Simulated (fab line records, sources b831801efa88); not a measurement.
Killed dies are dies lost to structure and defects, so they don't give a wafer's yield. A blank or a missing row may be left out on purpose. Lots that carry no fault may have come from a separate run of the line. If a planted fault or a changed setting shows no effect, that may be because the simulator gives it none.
fab line records	flow sky130
record: lots: 6	wafers: 18	lastDay: 50
route steps=708 shown CONTACT@412
lots that met no fault: taken from a fault-free run of the same line
startH: the number of hours between the record's first day and the start of the first shown wafer of the lot	waitH: hours since the lot's step before	" as in the row above	L1.1+2: a single row standing in for several wafers	- value missing, or start not given	* or withheld: withheld	< > ~ a bound
route shown NAME@n: names a module that has steps shown in the file, with the first one's number in the route	usual: mean/standard deviation taken from wafers without a fault	same: alike in all rows	chamber/n: place in a boat	sites: the reading at each site	_std_site: their standard deviation	_edge_site: outer sites' mean less inner sites'	radiusMm: for every site, how far away it sits from the centre of the wafer	mask NAME#n: copy n	behind: the last tool/chamber to shape the wafer	hold: what put the lot on hold/how long, in hours/how the hold closed	device: the n, p or np transistor that did not switch	end of line: the tests these same wafers got at the end of their route	a step with no rows: only its recipe	killed: not the wafer's yield, but the dies lost to structure and defects at the first sort	map: shows each die of a wafer: x if killed, . if not, _ if none is there
set.NAME: the run value of the setting; set.NAME@STEP: its run value at that earlier step	model.NAME: the simulator's own value behind a step, which no gauge read
lots at selected steps of the route; one table per step, one row per wafer
services: when a tool's chamber went out of use (startH, in hours from the record's first day, below 0 if earlier), for how many hours, and the reason
== steps ==
step: SKY_CONTACT_DEHYDRATE_06
recipe: tempC: 200	timeS: 60
step: SKY_CONTACT_HMDS_07
recipe: primeTimeS: 60	primeTempC: 120
step: SKY_CONTACT_COAT_08
recipe: resist: BARC	tempC: withheld	timeS: withheld	spinRpm: 3000	resistThkNm: 60
step: SKY_CONTACT_COAT_09
recipe: resist: KrF-thick	spinRpm: 3000	resistThkNm: 450
step: SKY_CONTACT_SOFTBAKE_10
recipe: tempC: 100	timeS: 90	resist: KrF-thick
step: SKY_CONTACT_EXPOSE_11
recipe: maskId: CTM1	na: 0.8	sourceShape: annular	sigmaInner: 0.55	sigmaOuter: 0.85	targetCdNm: 170	doseMj: 38
step: SKY_CONTACT_PEB_12
recipe: pebTempC: withheld	pebTimeS: withheld	resist: KrF-thick
step: SKY_CONTACT_DEVELOP_13
recipe: developTimeS: 60	resist: KrF-thick	devTempC: 21
step: SKY_CONTACT_CD_MEAS_14
recipe: targetCdNm: 170
usual: cdNm: 170.1/1.5
lot.wafer	tool	chamber	startH	waitH	cdNm
L315.1	cdSem-01	-	768.88	-	172.1
L315.2	"	-	"	"	170.7
L315.6	"	-	"	"	170.8
L322.1	cdSem-01	-	821.13	-	171.4
L322.5	"	-	"	"	172.4
L322.6	"	-	"	"	171.4
L329.1	cdSem-01	-	872.63	-	170.8
L329.3	"	-	"	"	170.5
L329.5	"	-	"	"	171.3
L330.2	cdSem-02	-	880.56	-	172.0
L330.3	"	-	"	"	171.3
L330.4	"	-	"	"	171.7
L332.2	cdSem-01	-	895.75	-	170.0
L332.3	"	-	"	"	170.5
L332.6	"	-	"	"	169.7
L333.2	cdSem-01	-	898.11	-	171.6
L333.5	"	-	"	"	171.3
L333.6	"	-	"	"	171.4
step: SKY_CONTACT_OVL_MEAS_15
usual: CONTACT_OVL: -2/5.2
lot.wafer	tool	chamber	startH	waitH	CONTACT_OVL[nm]
L315.1	overlay-01	-	769.00	0.1	-1
L315.2	"	-	"	"	-4
L315.6	"	-	"	"	-1
L322.1	overlay-02	-	821.25	0.1	3
L322.5	"	-	"	"	1
L322.6	"	-	"	"	-5
L329.1	overlay-01	-	872.75	0.1	-14
L329.3	"	-	"	"	-1
L329.5	"	-	"	"	-1
L330.2	overlay-02	-	880.66	0.1	-16
L330.3	"	-	"	"	1
L330.4	"	-	"	"	-12
L332.2	overlay-01	-	895.86	0.1	2
L332.3	"	-	"	"	-7
L332.6	"	-	"	"	-9
L333.2	overlay-01	-	898.21	0.1	2
L333.5	"	-	"	"	-5
L333.6	"	-	"	"	3
step: SKY_CONTACT_ETCH_16
recipe: chemistry: N2/H2	target: BARC	ionEnergyEv: 200	sourceW: 500	biasW: 100	pressureMtorr: 30	n2FlowSccm: 100	h2FlowSccm: 200	stopOn: SiO2	timeS: 45.9	targetDepthA: 600
usual: chamberPressureMTorr: 30.000/0.025	drypumpMotorCurrentA: 6.0/0.33	oesProductAu: 0.855/0.0047	throttleValvePct: 13.225/0.0092
lot.wafer	tool	chamber	startH	waitH	chamberPressureMTorr	drypumpMotorCurrentA	oesProductAu	rfHoursCounterH	throttleValvePct
L315.1	rieDiel-01	2	769.04	0.0	30.013	6.0	0.855	0	13.239
L315.2	"	0	"	"	29.998	5.7	0.851	24	13.214
L315.6	"	3	"	"	29.998	6.5	0.858	-	13.227
L322.1	rieDiel-03	0	821.28	0.0	29.991	6.4	0.853	20	13.226
L322.5	"	0	"	"	29.981	6.4	0.857	-	13.229
L322.6	"	3	"	"	29.971	6.2	0.856	-	13.231
L329.1	rieDiel-03	2	872.79	0.0	30.033	5.9	0.863	10	13.232
L329.3	"	1	"	"	29.963	5.6	0.857	13	13.215
L329.5	"	0	"	"	29.960	6.4	0.859	-	13.223
L330.2	rieDiel-03	3	880.69	0.0	30.040	6.2	0.861	9	13.228
L330.3	"	1	"	"	29.996	5.6	0.864	13	13.215
L330.4	"	2	"	"	30.033	5.9	0.853	11	13.224
L332.2	rieDiel-02	0	895.89	0.0	29.993	5.7	0.852	1	13.234
L332.3	"	3	"	"	30.009	5.9	0.858	16	13.231
L332.6	"	3	"	"	29.958	5.9	0.857	-	13.222
L333.2	rieDiel-01	3	898.24	0.0	30.038	6.5	0.860	3	13.213
L333.5	"	0	"	"	29.961	5.7	0.855	-	13.215
L333.6	"	1	"	"	30.027	5.5	0.859	-	13.221
step: SKY_CONTACT_ETCH_17
recipe: target: SiO2	chemistry: C4F8/O2/Ar	stopOn: Si3N4	maskMaterial: KrF-thick	sourceW: 1500	biasW: 1200	pressureMtorr: 40	c4f8FlowSccm: withheld	O2_flow_sccm: 6	Ar_flow_sccm: 300	timeS: withheld	targetDepthA: 3400
usual: chamberPressureMTorr: 40.00/0.04	oesProductAu: 0.893/0.0042
lot.wafer	tool	chamber	startH	waitH	chamberPressureMTorr	oesProductAu
L315.1	rieDiel-01	2	769.08	0.0	40.00	0.883
L315.2	"	0	"	"	40.02	0.893
L315.6	"	3	"	"	40.01	0.893
L322.1	rieDiel-03	0	821.32	0.0	40.01	0.898
L322.5	"	0	"	"	40.07	0.892
L322.6	"	3	"	"	39.98	0.895
L329.1	rieDiel-03	2	872.83	0.0	40.04	0.893
L329.3	"	1	"	"	40.10	0.894
L329.5	"	0	"	"	40.04	0.889
L330.2	rieDiel-03	3	880.73	0.0	39.98	0.886
L330.3	"	1	"	"	39.99	0.884
L330.4	"	2	"	"	40.03	0.884
L332.2	rieDiel-02	0	895.93	0.0	40.02	0.897
L332.3	"	3	"	"	40.00	0.893
L332.6	"	3	"	"	39.95	0.885
L333.2	rieDiel-01	3	898.29	0.0	40.04	0.894
L333.5	"	0	"	"	39.93	0.888
L333.6	"	1	"	"	39.99	0.893
step: SKY_CONTACT_ETCH_18
recipe: target: Si3N4	chemistry: CHF3/O2	stopOn: TiN	sourceW: 600	biasW: 200	pressureMtorr: 40	chf3FlowSccm: 50	O2_flow_sccm: 5	timeS: 39	targetDepthA: 750
usual: chamberPressureMTorr: 40.00/0.036	drypumpMotorCurrentA: 6.0/0.33	oesProductAu: 0.854/0.0068	throttleValvePct: 8.793/0.0091
lot.wafer	tool	chamber	startH	waitH	chamberPressureMTorr	drypumpMotorCurrentA	oesProductAu	rfHoursCounterH	throttleValvePct	model.KrF-thick_of_CONTACT_COAT_09.thkNm
L315.1	rieDiel-01	2	769	-	40.01	6.0	0.848	1	8.784	244.6
L315.2	"	0	"	"	39.95	5.7	0.827	24	8.788	240.6
L315.6	"	3	"	"	40.02	6.5	0.858	-	8.778	244.6
L322.1	rieDiel-03	0	821	-	40.01	6.4	0.845	20	8.787	242.3
L322.5	"	0	"	"	39.96	6.4	0.856	-	8.804	241.4
L322.6	"	3	"	"	39.98	6.2	0.868	-	8.802	244.1
L329.1	rieDiel-03	2	872	-	39.99	5.9	0.847	10	8.800	257.3
L329.3	"	1	"	"	40.04	5.6	0.857	13	8.826	259.9
L329.5	"	0	"	"	40.01	6.4	0.854	-	8.795	256.5
L330.2	rieDiel-03	3	880	-	40.03	6.2	0.843	9	8.789	262.5
L330.3	"	1	"	"	40.01	5.6	0.859	13	8.798	261.3
L330.4	"	2	"	"	39.97	5.9	0.860	11	8.792	258.6
L332.2	rieDiel-02	0	895	-	40.07	5.8	0.844	1	8.807	244.8
L332.3	"	3	"	"	39.98	5.9	0.861	16	8.790	247
L332.6	"	3	"	"	40.02	5.9	0.865	-	8.805	246.6
L333.2	rieDiel-01	3	898	-	40.00	6.5	0.847	3	8.801	244.4
L333.5	"	0	"	"	39.99	5.7	0.852	-	8.794	244.7
L333.6	"	1	"	"	40.06	5.4	0.855	-	8.794	248.2
step: SKY_CONTACT_STRIP_19
recipe: chemistry: O2/N2	powerW: 1400	pressureMtorr: 1500	platenTempC: withheld	o2FlowSccm: 3000	n2FlowSccm: 300	overashFraction: 0.5
usual: chamberPressureMTorr: 1500.1/1.3	drypumpMotorCurrentA: 5.7/0.33	oesProductAu: 0.381/0.0045	stripTimeToEndpointS: 3.626/0.03
lot.wafer	tool	chamber	startH	waitH	chamberPressureMTorr	drypumpMotorCurrentA	oesProductAu	rfHoursCounterH	stripTimeToEndpointS
L315.1	plasmaAsher-04	1	769.17	-	1499.3	6.2	0.383	2	3.612
L315.2	"	0	"	"	1503.3	5.9	0.383	2	3.595
L315.6	"	1	"	"	1501.6	6.1	0.376	-	3.622
L322.1	plasmaAsher-01	1	821.42	-	1500.1	5.6	0.381	38	3.603
L322.5	"	0	"	"	1500.3	5.2	0.374	-	3.596
L322.6	"	1	"	"	1499.7	5.6	0.382	-	3.641
L329.1	plasmaAsher-04	0	872.92	-	1498.3	5.9	0.398	13	3.772
L329.3	"	1	"	"	1499.7	6.2	0.391	-	3.828
L329.5	"	1	"	"	1499.6	6.2	0.387	-	3.775
L330.2	plasmaAsher-01	1	880.82	-	1499.1	5.6	0.382	45	3.818
L330.3	"	0	"	"	1497.7	5.2	0.388	-	3.825
L330.4	"	1	"	"	1498.9	5.6	0.383	-	3.794
L332.2	plasmaAsher-02	0	896.02	-	1497.4	5.3	0.383	71	3.632
L332.3	"	1	"	"	1501.7	5.7	0.383	-	3.660
L332.6	"	0	"	"	1499.7	5.3	0.382	-	3.668
L333.2	plasmaAsher-04	0	898.38	-	1500.5	5.9	0.389	15	3.634
L333.5	"	1	"	"	1500.0	6.2	0.381	-	3.638
L333.6	"	0	"	"	1500.3	5.9	0.382	-	3.671
step: SKY_CONTACT_STRIP_20
recipe: chemistry: postEtchResidueRemover	timeS: 1200	tempC: 72.5
== services ==
tool	chamber	startH	hours	kind
rieDiel-01	-	755.00	0.5	repair
rieDiel-02	1	758.74	11.3	repair
rieDiel-03	1	788.56	5.6	repair
plasmaAsher-02	-	791.74	2.6	repair
rieDiel-02	2	796.98	5.3	repair
rieDiel-01	3	810.70	-	clean
rieDiel-01	3	810.70	21.0	scheduledDown
rieDiel-01	3	810.70	21.0	ventCycle
plasmaAsher-04	-	817.18	5.9	repair
plasmaAsher-01	-	818.40	0.4	repair
plasmaAsher-02	-	837.56	14.6	pm
rieDiel-02	0	843.50	6.7	repair
rieDiel-02	0	850.24	-	clean
rieDiel-02	0	850.24	16.9	scheduledDown
rieDiel-02	0	850.24	16.9	ventCycle
plasmaAsher-02	-	859.10	0.8	repair
rieDiel-03	2	861.14	5.7	repair
rieDiel-01	0	866.33	-	clean
rieDiel-01	0	866.33	15.7	scheduledDown
rieDiel-01	0	866.33	15.7	ventCycle
plasmaAsher-01	-	883.40	2.1	repair
plasmaAsher-02	-	884.87	1.1	repair
rieDiel-02	1	890.49	2.4	repair
== key ==
firstSign: step: SKY_CONTACT_STRIP_19	reading: stripTimeToEndpointS	direction: up	sigmas: 6	usual: *	struck: *
effect none on later readings
modelEffect: step: SKY_CONTACT_ETCH_18	value: KrF-thick_of_CONTACT_COAT_09.thkNm	without: 240.1	struck: 259.4
metAt SKY_CONTACT_ETCH_18
struckWafers L329.1,L329.3,L329.5,L330.2,L330.3,L330.4
sortLeftOut L329.1,L329.3,L329.5,L330.2,L330.3,L330.4
testerLeftOut L329,L330
onsetBetween 821 872
alsoFits SKY_CONTACT_ETCH_16:rieDiel-03,SKY_CONTACT_ETCH_17:rieDiel-03
fault: kind: processParameterDrift	tool: rieDiel-03	chamber: -	onsetH: 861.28	steps: SKY_CONTACT_ETCH_18	channel: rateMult	offset: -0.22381	shape: step	endH: 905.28
testerLeftOut: of these lots the tester's yield and bins aren't shown, on N5 and GAA mostly nor the transistor test; their killed dies are dies lost to structure and defects alone, not to doping, threshold or leakage, so they don't give the yield
sortLeftOut: the simulated sort isn't trusted on such a fault, so these wafers' sort isn't shown, and their yield isn't known
